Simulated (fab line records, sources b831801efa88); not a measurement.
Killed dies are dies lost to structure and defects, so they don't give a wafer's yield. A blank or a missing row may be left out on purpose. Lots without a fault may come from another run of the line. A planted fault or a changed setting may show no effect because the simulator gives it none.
A struck lot beside a sound one | flow sky130 | 16 steps out of a route of 708
Sound: wafers L449.2, L449.3, L449.5. Struck: wafers L456.1, L456.4, L456.5. The cause comes at the end.
At each step with rows: each side's tool, then ch and its chambers, then its first start. Under that, the readings that differ: sound wafers | struck wafers | difference of the means | sigmas: that difference in standard deviations of wafers without a fault.
alike: readings whose means differ by less than 2 such deviations, and words and numbers that are the same on both sides. not compared: withheld readings, readings that some wafer has no value for, bounds like >300 that may hide the same value, and numbers for which the record gives no deviation and whose values overlap.
The two part at a step that has a row with sigmas, a row that says differs or no value, or rows on one side only. Numbers that don't overlap but have no deviation are shown without sigmas and don't part them. A reading that every wafer of one side lacks parts them only if that side has two wafers or more.

first, 5 steps without rows for these wafers: SKY_FIELD_ISO_WET_ETCH_28 (etches SiO2 in dHF, target depth 23.7 nm, time 47 s); SKY_FIELD_ISO_WET_ETCH_29 (etches Si3N4 in H3PO4, target depth 160 nm, time 1825 s); SKY_FIELD_ISO_WET_ETCH_30 (etches SiO2 in dHF, target depth 25 nm, time 48.24 s); SKY_NWELL_CLEAN_00 (cleans in SC1/SC2, time 150 s); SKY_NWELL_OXIDATION_01 (stabilise 600 s, purge 300 s, target thk 10 nm).
SKY_NWELL_THK_MEAS_02:
  sound on film_metro-03, day 5 00:08; struck on film_metro-02, day 6 14:28
  alike: NWELL_OXIDATION_THK
then, 6 steps without rows for these wafers: SKY_DNWELL_DEHYDRATE_00 (time 60 s); SKY_DNWELL_HMDS_01 (prime time 60 s); SKY_DNWELL_COAT_02 (resist thk 3000 nm); SKY_DNWELL_SOFTBAKE_03; SKY_DNWELL_EXPOSE_04 (exposes mask DNM, target cd 3000 nm); SKY_DNWELL_PEB_05.
SKY_DNWELL_DEVELOP_06: develop time 60 s.
  sound on litho_track-03 ch 0, day 5 16:00; struck on litho_track-01, day 7 09:00
  no value came back on the struck wafers for chill_plate_temp_C (C), develop_time_s (s), resist_line_temp_C (C); on the sound wafers chill_plate_temp_C (C) reads 23.09 23.00 22.92
then, 1 step without rows for these wafers: SKY_DNWELL_IMPLANT_07.
SKY_DNWELL_STRIP_08: strips in O2/N2.
  sound on plasma_asher-02 ch 0,1, day 5 17:15; struck on plasma_asher-01 ch 1, day 7 10:00
  alike: drypump_motor_current_A, oes_product_au, strip_time_to_endpoint_s
  not compared: rf_hours_counter_h
SKY_DNWELL_TW_MEAS_09:
  sound on film_metro-03, day 5 17:22; struck on film_metro-03, day 7 10:20
  reading   | sound          | struck   | difference | sigmas
  DNWELL_TW | 1133 1130 1130 | 30 30 30 | -1101      | -99 or more
  not compared: hold

WHERE THEY PART
First at SKY_DNWELL_DEVELOP_06; last, within this record, at SKY_DNWELL_TW_MEAS_09.

WHY: what the simulator had put in
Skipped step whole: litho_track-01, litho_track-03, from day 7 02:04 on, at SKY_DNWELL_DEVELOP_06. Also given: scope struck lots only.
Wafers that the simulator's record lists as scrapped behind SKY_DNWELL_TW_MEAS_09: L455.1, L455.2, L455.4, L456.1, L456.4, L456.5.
